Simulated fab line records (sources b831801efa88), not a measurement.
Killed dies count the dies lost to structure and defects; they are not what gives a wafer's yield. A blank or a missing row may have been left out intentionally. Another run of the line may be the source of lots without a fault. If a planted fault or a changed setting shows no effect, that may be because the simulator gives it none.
Which of the tools did it? -- flow sky130 -- Sampling: 10 lots, 30 wafers, 6 of 708 route steps

WHAT EACH GAUGE READ, for each wafer
The record lacks any reading of a measuring or inspecting step that a usual standard deviation could be used to judge.

EACH LOT AND THE TOOL THAT RAN IT (in order: tool; ch and the chambers of the sampled wafers; start)
lot,SKY_VIA1_ETCH_15,SKY_METAL4_SPUTTER_03,SKY_METAL4_STRIP_19,SKY_VIA4_ETCH_12,SKY_VIA4_STRIP_13,SKY_PAD_OPEN_PROBE_99
L757,"rie-diel-03 ch 1,2, day 36 18:03","pvd-sputter-01, day 42 08:49","plasma-asher-04 ch 0,1, day 44 07:49","rie-diel-02 ch 1,2, day 45 07:08","plasma-asher-01 ch 0,1, day 45 07:15",-
L759,"rie-diel-02 ch 0,1, day 37 06:15","pvd-sputter-01, day 42 22:43","plasma-asher-04 ch 0,1, day 44 22:48","rie-diel-04 ch 1,2, day 45 21:38","plasma-asher-04 ch 1, day 45 21:43",-
L760,"rie-diel-01 ch 1,2,3, day 37 08:26","pvd-sputter-03, day 43 01:21","plasma-asher-02 ch 0,1, day 45 00:20","rie-diel-02 ch 1,2,3, day 45 23:32","plasma-asher-02 ch 0,1, day 45 23:37",-
L761,"rie-diel-03 ch 0,2,3, day 37 13:17","pvd-sputter-03, day 43 06:25","plasma-asher-02 ch 1, day 45 04:58","rie-diel-01 ch 0,1,2, day 46 03:58","plasma-asher-04 ch 1, day 46 04:02","prober-01, day 48 22:48"
L762,"rie-diel-01 ch 1,2,3, day 38 00:24","pvd-sputter-02, day 43 12:21","plasma-asher-03 ch 0,1, day 45 10:41","rie-diel-04 ch 0,2,3, day 46 09:08","plasma-asher-01 ch 0,1, day 46 09:13",-
L764,"rie-diel-02 ch 0,2, day 39 02:21","pvd-sputter-03, day 44 14:04","plasma-asher-03 ch 0,1, day 46 10:17","rie-diel-02 ch 1,2,3, day 47 08:23","plasma-asher-01 ch 0,1, day 47 08:28","prober-01, day 49 22:25"
L765,"rie-diel-03 ch 0,2, day 39 03:39","pvd-sputter-01, day 44 13:44","plasma-asher-02 ch 0,1, day 46 09:56","rie-diel-01 ch 2,3, day 47 08:23","plasma-asher-02 ch 0,1, day 47 08:28",-
L766,"rie-diel-02 ch 1,3, day 39 09:17","pvd-sputter-03, day 44 18:01","plasma-asher-02 ch 0,1, day 46 15:47","rie-diel-02 ch 1,3, day 47 13:04","plasma-asher-02 ch 0, day 47 13:08","prober-02, day 50 01:32"
L771,"rie-diel-01 ch 1,2, day 40 15:54","pvd-sputter-03, day 45 23:08","plasma-asher-02 ch 1, day 47 17:50","rie-diel-02 ch 0,1,3, day 48 14:38","plasma-asher-02 ch 0,1, day 48 14:43",-
L775,"rie-diel-02 ch 1,2, day 41 18:12","pvd-sputter-02, day 46 21:44","plasma-asher-02 ch 0,1, day 48 16:51","rie-diel-01 ch 0,1,3, day 49 12:37","plasma-asher-02 ch 0,1, day 49 12:43",-
- SKY_VIA1_ETCH_15: etches SiO2 in C4F8/O2/Ar, stops on TiN, target depth 351 nm, time 54 s.
- SKY_METAL4_SPUTTER_03: material Ti, target thk 5 nm, time 3.3 s.
- SKY_METAL4_STRIP_19: strips in O2/N2.
- SKY_VIA4_ETCH_12: etches SiO2 in C4F8/O2/Ar, stops on TiN, target depth 580 nm.
- SKY_VIA4_STRIP_13: strips in O2/N2.
- SKY_PAD_OPEN_PROBE_99

AS READ BY THE TOOLS THEMSELVES (means over the sampled wafers that have a number; for cases with no such wafer, the mark the record gives instead)
SKY_VIA1_ETCH_15. Usual: bias-w 1200 W, standard deviation 3.6; chamber-pressure-mTorr 40.00 mTorr, standard deviation 0.037; oes-product-au 0.980 a.u., standard deviation 0.0064.
lot,tool,bias-w (W),chamber-pressure-mTorr (mTorr),oes-product-au (a.u.),flag
L757,rie-diel-03,1200,39.97,0.980,
L759,rie-diel-02,1202,40.01,0.983,
L760,rie-diel-01,1200,39.98,0.979,
L761,rie-diel-03,1199,39.99,0.977,
L762,rie-diel-01,1201,40.00,0.986,
L764,rie-diel-02,1200,40.02,0.980,
L765,rie-diel-03,1199,40.02,0.975,
L766,rie-diel-02,1200,40.04,0.981,
L771,rie-diel-01,1202,39.99,0.978,
L775,rie-diel-02,1199,40.01,0.980,

SKY_METAL4_SPUTTER_03. Usual: throttle-valve-pct reads 30.1 % (standard deviation 1).
lot,tool,throttle-valve-pct (%),flag
L757,pvd-sputter-01,30.8,
L759,pvd-sputter-01,29.4,
L760,pvd-sputter-03,30.1,
L761,pvd-sputter-03,30.1,
L762,pvd-sputter-02,30.0,
L764,pvd-sputter-03,30.7,
L765,pvd-sputter-01,29.3,
L766,pvd-sputter-03,31.1,
L771,pvd-sputter-03,29.3,
L775,pvd-sputter-02,30.5,

SKY_METAL4_STRIP_19. Usual: drypump-motor-current-A 5.88 A, standard deviation 0.29; oes-product-au 0.501 a.u., standard deviation 0.0055; strip-time-to-endpoint-s 6.52 s, standard deviation 0.068.
lot,tool,drypump-motor-current-A (A),oes-product-au (a.u.),strip-time-to-endpoint-s (s),flag
L757,plasma-asher-04,5.84,0.500,6.51,
L759,plasma-asher-04,5.83,0.506,6.57,
L760,plasma-asher-02,6.12,0.504,6.56,
L761,plasma-asher-02,6.34,0.502,6.55,
L762,plasma-asher-03,5.64,0.500,6.47,
L764,plasma-asher-03,5.62,0.501,6.46,
L765,plasma-asher-02,5.89,0.500,6.46,
L766,plasma-asher-02,5.90,0.500,6.54,
L771,plasma-asher-02,6.33,0.501,6.54,
L775,plasma-asher-02,5.90,0.500,6.52,

SKY_VIA4_ETCH_12. Usual: bias-w 1200 W, standard deviation 3.5; chamber-pressure-mTorr 40.00 mTorr, standard deviation 0.037; oes-product-au 0.927 a.u., standard deviation 0.0048.
lot,tool,bias-w (W),chamber-pressure-mTorr (mTorr),oes-product-au (a.u.),flag
L757,rie-diel-02,1197,39.98,0.929,
L759,rie-diel-04,1203,39.99,0.925,
L760,rie-diel-02,1201,40.02,0.930,
L761,rie-diel-01,1201,40.00,0.930,
L762,rie-diel-04,1199,39.99,0.925,
L764,rie-diel-02,-,-,-,OFF
L765,rie-diel-01,1197,39.98,0.928,
L766,rie-diel-02,-,-,-,OFF
L771,rie-diel-02,1205,40.01,0.930,
L775,rie-diel-01,1198,39.98,0.929,

SKY_VIA4_STRIP_13. Usual: drypump-motor-current-A 5.8 A, standard deviation 0.4; oes-product-au 0.710 a.u., standard deviation 0.0047; strip-time-to-endpoint-s 12.802 s, standard deviation 0.028.
lot,tool,drypump-motor-current-A (A),oes-product-au (a.u.),strip-time-to-endpoint-s (s),flag
L757,plasma-asher-01,5.5,0.707,12.813,
L759,plasma-asher-04,5.7,0.705,12.757,
L760,plasma-asher-02,6.1,0.712,12.787,
L761,plasma-asher-04,5.7,0.708,12.813,
L762,plasma-asher-01,5.5,0.707,12.832,
L764,plasma-asher-01,5.5,0.716,14.183,OFF
L765,plasma-asher-02,6.1,0.708,12.804,
L766,plasma-asher-02,5.7,0.716,14.202,OFF
L771,plasma-asher-02,5.9,0.711,12.792,
L775,plasma-asher-02,5.9,0.709,12.815,

SKY_PAD_OPEN_PROBE_99. Usual: defect-limited-yield 82.5 %, standard deviation 2.2; killed_at_M0_to_M3 43, standard deviation 7.5; killed_at_M4_up 3.2, standard deviation 1.9; killed-at-contacts 24, standard deviation 5.6; killed-at-front-end 15, standard deviation 4.8; killed-at-other 0.2, standard deviation 0.54; killed-dies 86, standard deviation 11; killed-on-rim 17, standard deviation 3.6; killed-open 47, standard deviation 7.6; killed-short 39, standard deviation 7.1; sort_bin_3_pad_short 0.8 %, standard deviation 0.36; sort_bin_5_function 10.4 %, standard deviation 1.6; sort_bin_6_memory 6.3 %, standard deviation 1.3; sort-n-pass 406, standard deviation 11; sort-yield-pct 82.5 %, standard deviation 2.2.
lot,tool,defect-limited-yield (%),killed_at_M0_to_M3,killed_at_M4_up,killed-at-contacts,killed-at-front-end,killed-at-other,killed-dies,killed-on-rim,killed-open,killed-short,sort_bin_3_pad_short (%),sort_bin_5_function (%),sort_bin_6_memory (%),sort-n-pass,sort-yield-pct (%),flag
L761,prober-01,83.7,46,1.0,18,13,2.0,80,16,47,33,1.0,10.2,5.1,412,83.7,OFF
L764,prober-01,0.0,42,407.7,28,13,0.3,492,96,46,41,0.3,93.0,6.6,0,0.0,OFF
L766,prober-02,0.0,37,416.0,27,12,0.0,492,96,43,36,0.8,93.0,6.2,0,0.0,OFF

THE ANSWER, worked out from the rows above alone
Rule: take the mean of a lot's wafers that have a number; if it is more than 3 standard deviations from the usual mean, the lot is off. Also off: a lot with no number at a reading for which 4 or more lots have one. The other lots that the step has rows for count as sound. The gauges are gone through in route order, then the tools' own readings, and for those a lot's mean is taken as printed above. At the first step where some lot is off, the reading lying furthest off is the one used; lots without a number count as furthest.
Off at SKY_VIA4_ETCH_12 (bias-w): L764, L766. Without a number there: L764, L766.
If a tool, at that step or one of the process steps before it, ran each lot that is off and ran no sound lot following the first of them, it fits. None of those tried fits.

WHAT THE SIMULATOR HAD INSERTED
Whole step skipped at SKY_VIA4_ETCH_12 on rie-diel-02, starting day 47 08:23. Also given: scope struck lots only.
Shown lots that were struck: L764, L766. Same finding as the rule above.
